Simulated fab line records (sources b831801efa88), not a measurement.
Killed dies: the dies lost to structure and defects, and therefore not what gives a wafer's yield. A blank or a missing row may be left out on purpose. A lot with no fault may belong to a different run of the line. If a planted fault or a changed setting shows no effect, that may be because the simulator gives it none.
Comparing a struck lot with a sound one | flow gf180mcu | 43 steps out of a route of 602
Sound: the wafers L189.2, L189.3, L189.4. Wafers struck: L195.2, L195.4, L195.6. Last of all comes the cause.
Per side, at each step with rows, come the tool, then ch with its chambers, and then its first start. Under that, the readings that differ: sound wafers | struck wafers | difference of the means | sigmas: that difference in standard deviations of wafers without a fault.
alike: readings whose means differ by less than 2 such deviations, and words and numbers that are the same on both sides. not compared: withheld readings, readings that some wafer has no value for, bounds like >300 that may hide the same value, and numbers for which the record gives no deviation and whose values overlap.
The two part at a step that has a row with sigmas, a row that says differs or no value, or rows on one side only. Non-overlapping numbers with no deviation appear without sigmas and do not part them. A reading missing from all wafers of one side parts the sides only when that side holds two or more wafers.

first, 5 steps without rows for these wafers: GF_HV_LDD_COAT_02 (resist thk 1000 nm); GF_HV_LDD_SOFTBAKE_03 (time 58.85 s); GF_HV_LDD_EXPOSE_04 (exposes mask Nplus LV AREA, target cd 400 nm); GF_HV_LDD_PEB_05; GF_HV_LDD_DEVELOP_06 (develop time 60 s).
GF_HV_LDD_CD_MEAS_07: target cd 400 nm.
  sound on cd_sem-02, day 12 10:21; struck on cd_sem-01, day 14 06:03
  alike: cd_nm
GF_HV_LDD_OVL_MEAS_08:
  sound on overlay-02, day 12 10:28; struck on overlay-02, day 14 06:10
  alike: HV_LDD_OVL
then, 1 step without rows for these wafers: GF_HV_LDD_IMPLANT_09.
GF_HV_LDD_STRIP_10: strips in O2/N2.
  sound on plasma_asher-01 ch 0,1, day 12 10:38; struck on plasma_asher-02 ch 0, day 14 06:20
  alike: drypump_motor_current_A, heater_power_w, oes_product_au, strip_time_to_endpoint_s
  not compared: rf_hours_counter_h
GF_HV_LDD_TW_MEAS_11:
  sound on film_metro-04, day 12 10:45; struck on film_metro-04, day 14 06:27
  alike: HV_LDD_TW
then, 2 steps without rows for these wafers: GF_HV_LDD_DEHYDRATE_12 (time 60 s); GF_HV_LDD_HMDS_13 (prime time 60 s).
GF_HV_LDD_COAT_14: resist thk 1000 nm.
  sound on litho_track-02 ch 0, day 12 19:43; struck on litho_track-02, day 14 16:58
  no value came back on the struck wafers for chill_plate_temp_C (C), dispense_pressure_kPa (kPa); on the sound wafers chill_plate_temp_C (C) reads 23.23 23.18 23.10
then, 4 steps without rows for these wafers: GF_HV_LDD_SOFTBAKE_15 (time 60 s); GF_HV_LDD_EXPOSE_16 (exposes mask Pplus LV AREA, target cd 400 nm); GF_HV_LDD_PEB_17; GF_HV_LDD_DEVELOP_18 (develop time 60 s).
GF_HV_LDD_CD_MEAS_19: target cd 400 nm.
  sound on cd_sem-02, day 13 05:24; struck on cd_sem-02, day 15 04:03
  reading    | sound             | struck | difference                    | sigmas
  cd_nm (nm) | 401.7 401.9 400.8 | - - -  | no value on the struck wafers |
GF_HV_LDD_OVL_MEAS_20:
  sound on overlay-02, day 13 05:31; struck on overlay-01, day 15 04:10
  reading            | sound       | struck | difference                    | sigmas
  HV_LDD_01_OVL (nm) | 1.8 1.8 0.7 | - - -  | no value on the struck wafers |
then, 1 step without rows for these wafers: GF_HV_LDD_IMPLANT_21.
GF_HV_LDD_STRIP_22: strips in O2/N2.
  sound on plasma_asher-02 ch 0,1, day 13 05:41; struck on plasma_asher-04 ch 0,1, day 15 04:20
  no value came back on the struck wafers for oes_product_au (a.u.), strip_time_to_endpoint_s (s); on the sound wafers oes_product_au (a.u.) reads 0.707 0.719 0.712
  alike: drypump_motor_current_A, heater_power_w
  not compared: rf_hours_counter_h
GF_HV_LDD_TW_MEAS_23:
  sound on film_metro-02, day 13 05:48; struck on film_metro-02, day 15 04:27
  alike: HV_LDD_2_TW
then, 7 steps without rows for these wafers: GF_HV_LDD_DEHYDRATE_24 (time 60 s); GF_HV_LDD_HMDS_25 (prime time 60 s); GF_HV_LDD_COAT_26 (resist thk 1000 nm); GF_HV_LDD_SOFTBAKE_27 (time 60 s); GF_HV_LDD_EXPOSE_28 (exposes mask Nplus HV AREA, target cd 400 nm); GF_HV_LDD_PEB_29; GF_HV_LDD_DEVELOP_30 (develop time 60 s).
GF_HV_LDD_CD_MEAS_31: target cd 400 nm.
  sound on cd_sem-01, day 14 01:43; struck on cd_sem-02, day 16 02:15
  alike: cd_nm
GF_HV_LDD_OVL_MEAS_32:
  sound on overlay-01, day 14 01:49; struck on overlay-01, day 16 02:22
  alike: HV_LDD_02_OVL
then, 4 steps without rows for these wafers: GF_HV_LDD_IMPLANT_33; GF_HV_LDD_IMPLANT_34; GF_HV_LDD_IMPLANT_35; GF_HV_LDD_IMPLANT_36.
GF_HV_LDD_STRIP_37: strips in O2/N2.
  sound on plasma_asher-04 ch 0,1, day 14 02:26; struck on plasma_asher-01 ch 0,1, day 16 02:59
  alike: drypump_motor_current_A, heater_power_w, oes_product_au, strip_time_to_endpoint_s
  not compared: rf_hours_counter_h
GF_HV_LDD_TW_MEAS_38:
  sound on film_metro-01, day 14 02:33; struck on film_metro-02, day 16 03:19
  reading     | sound          | struck         | difference | sigmas
  HV_LDD_3_TW | 1431 1429 1425 | 1585 1586 1580 | +155       | +27
  not compared: hold
then, 4 steps without rows for these wafers: GF_HV_LDD_HMDS_40 (prime time 60 s); GF_HV_LDD_COAT_41 (resist thk 1000 nm); GF_HV_LDD_SOFTBAKE_42 (time 60 s); GF_HV_LDD_EXPOSE_43 (exposes mask Pplus HV AREA, target cd 400 nm).
GF_HV_LDD_TW_MEAS_50:
  sound on film_metro-02, day 15 00:39; struck on film_metro-01, day 17 01:53
  reading     | sound             | struck               | difference | sigmas
  HV_LDD_4_TW | 563.8 565.4 563.0 | 1090.8 1092.1 1089.8 | +526.8     | +99 or more
  not compared: hold
then, 1 step without rows for these wafers: GF_PASSIVATION_PROBE_99.

## WHERE THEY PART
At GF_HV_LDD_COAT_14 first; at GF_HV_LDD_TW_MEAS_50 last (within this record only).

WHY: what had been put in by the simulator
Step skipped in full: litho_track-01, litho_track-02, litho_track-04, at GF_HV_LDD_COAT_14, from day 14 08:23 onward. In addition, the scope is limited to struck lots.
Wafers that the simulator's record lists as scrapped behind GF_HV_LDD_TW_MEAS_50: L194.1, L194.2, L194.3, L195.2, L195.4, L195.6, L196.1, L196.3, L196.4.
